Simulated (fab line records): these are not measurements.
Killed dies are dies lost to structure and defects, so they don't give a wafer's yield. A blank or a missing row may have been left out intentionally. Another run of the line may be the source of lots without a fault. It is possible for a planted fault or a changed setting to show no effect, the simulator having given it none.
The tool behind it: which one? ; flow sky130 ; 10 lots, 30 wafers sampled, at 7 steps of a route of 708

WHAT THE GAUGES READ, wafer by wafer
SKY_POLY_GATE_THK_MEAS_04.
lot;measured;on;POLY_GATE_CVD_03_THK (nm)
L474;day 15 16:12;filmMetro-02;74.6 74.5 74.9
L479;day 17 18:06;filmMetro-02;74.2 74.0 74.5
L478;day 17 18:05;filmMetro-04;76.0 75.4 76.6
L480;day 17 22:17;filmMetro-03;75.4 74.8 75.4
L483;day 18 23:09;filmMetro-04;115.3 115.2 115.2
L482;day 19 00:32;filmMetro-02;114.1 114.5 114.2
L484;day 19 09:38;filmMetro-02;115.5 115.8 115.4
L492;day 22 22:01;filmMetro-03;74.9 74.5 75.1
L493;day 23 10:38;filmMetro-03;74.9 74.7 74.9
L494;day 23 19:47;filmMetro-04;74.2 74.3 74.3

SKY_LDD_HVN_TW_MEAS_10.
lot;measured;on;LDD_HVN_TW
L474;day 20 17:04;filmMetro-02;1443 1438 1444
L479;day 23 00:17;filmMetro-04;1440 1440 1436
L478;day 22 23:58;filmMetro-04;1434 1438 1440
L480;day 23 05:37;filmMetro-04;1436 1437 1437
L483;day 24 03:33;filmMetro-03;1436 1439 1439
L482;day 24 04:52;filmMetro-02;1447 1443 1443
L484;day 24 12:49;filmMetro-03;1435 1432 1432
L492;day 27 22:01;filmMetro-02;1429 1436 1436
L493;day 28 12:07;filmMetro-04;1439 1442 1439
L494;day 28 17:43;filmMetro-03;1441 1439 1434

SKY_LI_CONTACT_CD_MEAS_12: target cd 170 nm.
lot;measured;on;cdNm (nm)
L474;day 29 10:04;cdSem-01;170.1 171.2 169.9
L479;day 31 14:05;cdSem-01;168.3 170.2 168.6
L478;day 31 13:11;cdSem-01;168.0 169.0 168.6
L480;day 31 19:01;cdSem-02;170.3 169.3 169.6
L492;day 36 03:05;cdSem-02;170.4 169.9 169.2
L493;day 36 12:59;cdSem-01;169.6 168.8 167.2
L494;day 36 18:47;cdSem-02;166.1 167.0 167.8

EACH LOT AND THE TOOL THAT RAN IT (in order: tool; ch and the chambers of the sampled wafers; start)
lot;SKY_GATE_OXIDE_STRIP_13;SKY_POLY_GATE_CVD_03;SKY_POLY_GATE_ETCH_16;SKY_POLY_CUT_ETCH_11
L474;plasmaAsher-04 ch 0,1, day 14 08:25;lpcvd-02 ch 0, day 15 14:51;rieDiel-04 ch 1,2,3, day 16 21:13;rieDiel-02 ch 0,1, day 24 13:40
L479;plasmaAsher-02 ch 0,1, day 16 09:13;lpcvd-02 ch 0, day 17 16:44;rieDiel-01 ch 1,2, day 19 00:55;rieDiel-02 ch 1,2,3, day 26 19:20
L478;plasmaAsher-01 ch 0,1, day 16 09:25;lpcvd-02 ch 1, day 17 16:44;rieDiel-03 ch 0,1,2, day 19 00:57;rieDiel-04 ch 0,1,3, day 26 18:59
L480;plasmaAsher-01 ch 0,1, day 16 14:23;lpcvd-02 ch 1, day 17 20:56;rieDiel-03 ch 1,2,3, day 19 05:40;rieDiel-01 ch 0,1,2, day 27 00:53
L483;plasmaAsher-02 ch 0,1, day 17 11:40;lpcvd-02 ch 1, day 18 21:47;rieDiel-03 ch 0,1,3, day 20 06:04;rieDiel-02 ch 0,2,3, day 27 20:31
L482;plasmaAsher-02 ch 0,1, day 17 12:21;lpcvd-02 ch 0, day 18 23:10;rieDiel-04 ch 0,1,2, day 20 07:25;rieDiel-02 ch 0,2,3, day 27 23:56
L484;plasmaAsher-02 ch 0,1, day 17 21:18;lpcvd-02 ch 0, day 19 08:17;rieDiel-03 ch 1,2, day 20 16:43;rieDiel-02 ch 0,1,3, day 28 05:49
L492;plasmaAsher-02 ch 0,1, day 21 10:48;lpcvd-02 ch 0, day 22 19:58;rieDiel-04 ch 0,1,2, day 24 04:07;rieDiel-01 ch 0,3, day 31 15:25
L493;plasmaAsher-04 ch 0,1, day 21 23:34;lpcvd-02 ch 0, day 23 08:35;rieDiel-04 ch 0,2,3, day 24 17:10;rieDiel-01 ch 0,2,3, day 32 02:20
L494;plasmaAsher-02 ch 0,1, day 22 05:33;lpcvd-02 ch 1, day 23 17:45;rieDiel-04 ch 0,1,3, day 25 01:31;rieDiel-02 ch 0,1,2, day 32 08:53
- SKY_GATE_OXIDE_STRIP_13: strips in O2/N2.
- SKY_POLY_GATE_CVD_03: deposits Si3N4 from DCS/NH3, target thk 75 nm, time 1290 s.
- SKY_POLY_GATE_ETCH_16: etches Si3N4 in CH3F/O2, stops on poly-Si, time 147.5 s, target depth 75 nm.
- SKY_POLY_CUT_ETCH_11: etches Si3N4 in CF4/CH2F2/Ar, stops on poly-Si, time 42.5 s, target depth 60 nm.

AS READ BY THE TOOLS THEMSELVES (means over the sampled wafers that have a number; for cases with no such wafer, the mark the record gives instead)
SKY_GATE_OXIDE_STRIP_13.
lot;tool;drypumpMotorCurrentA (A);oesProductAu (a.u.);stripTimeToEndpointS (s)
L474;plasmaAsher-04;6.0;0.718;14.17
L479;plasmaAsher-02;5.1;0.719;14.21
L478;plasmaAsher-01;5.1;0.718;14.25
L480;plasmaAsher-01;5.1;0.717;14.14
L483;plasmaAsher-02;5.4;0.714;14.16
L482;plasmaAsher-02;5.2;0.714;14.17
L484;plasmaAsher-02;5.4;0.718;14.22
L492;plasmaAsher-02;5.4;0.720;14.22
L493;plasmaAsher-04;6.0;0.719;14.17
L494;plasmaAsher-02;5.4;0.714;14.16

SKY_POLY_GATE_ETCH_16.
lot;tool;ch3fFlowSccm (sccm);drypumpMotorCurrentA (A);oesProductAu (a.u.);rfFwdPowerW (W);throttleValvePct (%)
L474;rieDiel-04;40.05;5.4;0.640;397.3;10.535
L479;rieDiel-01;40.00;5.7;0.637;399.4;10.527
L478;rieDiel-03;40.13;6.1;0.640;398.1;10.539
L480;rieDiel-03;39.95;6.0;0.644;398.0;10.535
L483;rieDiel-03;40.07;5.7;0.781;399.2;10.556
L482;rieDiel-04;40.01;5.4;0.780;399.6;10.551
L484;rieDiel-03;39.98;6.4;0.786;397.1;10.564
L492;rieDiel-04;40.00;5.4;0.643;398.1;10.527
L493;rieDiel-04;40.01;5.1;0.641;399.0;10.544
L494;rieDiel-04;40.05;5.4;0.637;398.8;10.535

SKY_POLY_CUT_ETCH_11.
lot;tool;drypumpMotorCurrentA (A);oesProductAu (a.u.);rfFwdPowerW (W);throttleValvePct (%)
L474;rieDiel-02;5.8;0.826;590.9;14.994
L479;rieDiel-02;5.9;0.826;592.7;14.999
L478;rieDiel-04;5.4;0.837;594.2;14.992
L480;rieDiel-01;5.3;0.829;593.1;14.987
L483;rieDiel-02;6.1;1.001;595.7;15.015
L482;rieDiel-02;6.1;1.008;594.5;15.005
L484;rieDiel-02;5.9;0.998;593.2;15.002
L492;rieDiel-01;5.6;0.827;592.0;14.991
L493;rieDiel-01;5.3;0.827;593.7;15.002
L494;rieDiel-02;6.1;0.822;592.3;15.006

THE ANSWER, worked out from the rows above alone
Rule: what is usual is taken from the lots themselves. Put in order of their means at a reading, lots are off if they are a third of the lots or fewer, leave a main group of 4 or more, and stand apart from it by a gap of 3 or more times the standard deviation of the main group's means; of several such gaps the widest counts. A main group whose means are all the same, to the digits that the tables above print for the reading, isn't used. A lot without any number at a reading at which 4 lots or more have one is off too. Where the step has rows for the other lots, those lots are counted as sound. The gauges are gone through in route order, then the tools' own readings, and for those a lot's mean is taken as printed above. The first step at which some lot is off is used, and at that step the reading that is off furthest; a lot without a number counts as furthest.
Off: L483, L482, L484, at SKY_POLY_GATE_THK_MEAS_04 (POLY_GATE_CVD_03_THK). Mean 74.9 nm and standard deviation 0.56 in the main group.
If a tool, at a process step before that reading, ran all the lots that are off and no sound lot after the first of them, it fits. Not tried: the gauges at SKY_POLY_GATE_THK_MEAS_04; whatever is off there is also off at SKY_POLY_GATE_ETCH_16, on other tools, and gauge error can't account for it. Of those tried, none fits.

WHAT THE SIMULATOR PUT IN
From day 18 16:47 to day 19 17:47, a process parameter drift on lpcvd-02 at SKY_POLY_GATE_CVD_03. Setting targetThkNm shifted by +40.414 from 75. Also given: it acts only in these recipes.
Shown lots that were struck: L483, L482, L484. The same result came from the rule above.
